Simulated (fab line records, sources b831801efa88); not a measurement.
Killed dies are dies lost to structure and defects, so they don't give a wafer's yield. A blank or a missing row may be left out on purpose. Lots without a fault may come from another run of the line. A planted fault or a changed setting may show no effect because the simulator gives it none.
A struck lot beside a sound one | flow sky130 | 23 steps out of a route of 708
Sound: wafers L907.1, L907.2, L907.4. Struck: wafers L906.1, L906.2, L906.6. The cause comes at the end.
At each step with rows: each side's tool, then ch and its chambers, then its first start. Under that, the readings that differ: sound wafers | struck wafers | difference of the means | sigmas: that difference in standard deviations of wafers without a fault.
alike: readings whose means differ by less than 2 such deviations, and words and numbers that are the same on both sides. not compared: withheld readings, readings that some wafer has no value for, bounds like >300 that may hide the same value, and numbers for which the record gives no deviation and whose values overlap.
The two part at a step that has a row with sigmas, a row that says differs or no value, or rows on one side only. Numbers that don't overlap but have no deviation are shown without sigmas and don't part them. A reading that every wafer of one side lacks parts them only if that side has two wafers or more.

first, 1 step without rows for these wafers: SKY_CAP2M_DEVELOP_11 (develop time 60 s).
SKY_CAP2M_OVL_MEAS_12:
  sound on overlay-02, day 42 09:11; struck on overlay-01, day 42 03:37
  alike: CAP2M_OVL
SKY_CAP2M_METAL_ETCH_13: etches TiN in Cl2/BCl3, stops on SiO2, target depth 220 nm, time 62.9 s.
  sound on rie_metal-03 ch 0,1, day 42 09:13; struck on rie_metal-04 ch 0,1, day 42 03:39
  alike: drypump_motor_current_A, oes_product_au, rf_fwd_power_W, throttle_valve_pct
  not compared: rf_hours_counter_h
SKY_CAP2M_STRIP_14: strips in O2/N2.
  sound on plasma_asher-01 ch 0,1, day 42 09:17; struck on plasma_asher-01 ch 0,1, day 42 03:44
  alike: drypump_motor_current_A, oes_product_au, strip_time_to_endpoint_s
  not compared: rf_hours_counter_h
then, 8 steps without rows for these wafers: SKY_CAP2M_STRIP_15 (strips in post etch residue remover, time 1200 s); SKY_CAP2M_CLEAN_16 (cleans in IPA, time 180 s); SKY_CAP2M_CLEAN_17 (cleans in O3/DIW); SKY_METAL4_DEHYDRATE_05 (time 60 s); SKY_METAL4_HMDS_06 (prime time 60 s); SKY_METAL4_COAT_07 (resist thk 60 nm); SKY_METAL4_COAT_08 (resist thk 1140 nm); SKY_METAL4_SOFTBAKE_09 (time 90 s).
SKY_METAL4_EXPOSE_10: exposes mask MM4, target cd 300 nm.
  sound on krf_scanner-01 ch 0, day 42 22:10; struck on krf_scanner-02 ch 0, day 42 16:02
  reading              | sound                | struck               | difference | sigmas
  exposure_dose_mJ_cm2 | 28.009 28.028 28.028 | 29.960 29.940 29.948 | +1.928     | +71
  alike: mask
then, 2 steps without rows for these wafers: SKY_METAL4_PEB_11; SKY_METAL4_DEVELOP_12 (develop time 60 s).
SKY_METAL4_CD_MEAS_13: target cd 300 nm.
  sound on cd_sem-02, day 43 09:17; struck on cd_sem-01, day 43 03:20
  reading    | sound             | struck            | difference | sigmas
  cd_nm (nm) | 300.4 300.1 299.4 | 287.6 286.7 287.1 | -12.8      | -11
SKY_METAL4_OVL_MEAS_14:
  sound on overlay-01, day 43 09:24; struck on overlay-02, day 43 03:27
  reading         | sound  | struck    | difference | sigmas
  METAL4_OVL (nm) | 12 2 6 | -2 -14 -6 | -14        | -2
SKY_METAL4_DESCUM_15: chemistry O2, time 8 s.
  sound on rie_metal-04 ch 0,1, day 43 09:26; struck on rie_metal-02 ch 0,1, day 43 03:29
  reading                 | sound             | struck            | difference | sigmas
  model.METAL4.cd_nm (nm) | 299.8 299.9 299.1 | 286.9 286.7 286.6 | -12.9      |
  alike: drypump_motor_current_A, oes_product_au, rf_fwd_power_W
  not compared: rf_hours_counter_h
SKY_METAL4_ETCH_16: etches BARC in N2/H2, stops on SiO2, time 88.2 s, target depth 60 nm.
  sound on rie_metal-04 ch 0,1, day 43 09:28; struck on rie_metal-02 ch 0,1, day 43 03:31
  alike: drypump_motor_current_A, oes_product_au, rf_fwd_power_W, throttle_valve_pct
  not compared: rf_hours_counter_h
SKY_METAL4_ETCH_17: etches SiO2 in C4F8/O2/Ar, stops on TiN, time 3.9 s, target depth 15 nm.
  sound on rie_diel-02 ch 0,1,3, day 43 09:34; struck on rie_diel-01 ch 1,2,3, day 43 03:37
  alike: oes_product_au, rf_fwd_power_W
  not compared: rf_hours_counter_h
SKY_METAL4_METAL_ETCH_18: etches the open film in Cl2/BCl3, stops on SiO2, target depth 845 nm, time 183.1 s.
  sound on rie_metal-01 ch 0,1, day 43 09:35; struck on rie_metal-01 ch 0,1, day 43 03:38
  reading                 | sound             | struck            | difference | sigmas
  oes_product_au (a.u.)   | 0.874 0.870 0.890 | 0.871 0.858 0.858 | -0.016     | -2
  model.METAL4.cd_nm (nm) | 301.9 290.4 300   | 276.2 286.6 282.7 | -15.6      |
  alike: drypump_motor_current_A, rf_fwd_power_W, throttle_valve_pct
  not compared: rf_hours_counter_h
SKY_METAL4_STRIP_19: strips in O2/N2.
  sound on plasma_asher-03 ch 0,1, day 43 09:46; struck on plasma_asher-03 ch 0,1, day 43 03:49
  alike: drypump_motor_current_A, oes_product_au, strip_time_to_endpoint_s
  not compared: rf_hours_counter_h
-- the record jumps here: 4 days lie between the struck wafers' starts before and after (it left off in module METAL4 and takes up again in module PAD_OPEN, whose first step shown is number 708 of the route) --
SKY_PAD_OPEN_PROBE_99:
  sound on prober-02, day 47 06:20; struck on prober-01, day 47 01:05
  reading                        | sound                | struck               | difference | sigmas
  model.etest.met4.width_nm (nm) | 300.6 291.6 299.8    | 275.6 286.7 281.6    | -16.0      |
  model.etest.met4.line_ohm_um   | 0.1416 0.1437 0.1382 | 0.1522 0.1508 0.1505 | +0.0100    |
  alike: defect_limited_yield, killed_at_M0_to_M3, killed_at_M4_up, killed_at_contacts, killed_at_front_end, killed_at_other, killed_dies, killed_open, killed_short, sort_bin_3_pad_short, sort_bin_5_function, sort_bin_6_memory, sort_n_pass, sort_yield_pct

WHERE THEY PART
First at SKY_METAL4_EXPOSE_10; last, within this record, at SKY_METAL4_METAL_ETCH_18. Later steps at which nothing parts them and some readings are alike: SKY_METAL4_STRIP_19, SKY_PAD_OPEN_PROBE_99.

WHY: what the simulator had put in
Process parameter drift: krf_scanner-02, from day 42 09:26 on, at SKY_METAL4_EXPOSE_10. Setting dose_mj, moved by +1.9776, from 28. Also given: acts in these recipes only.
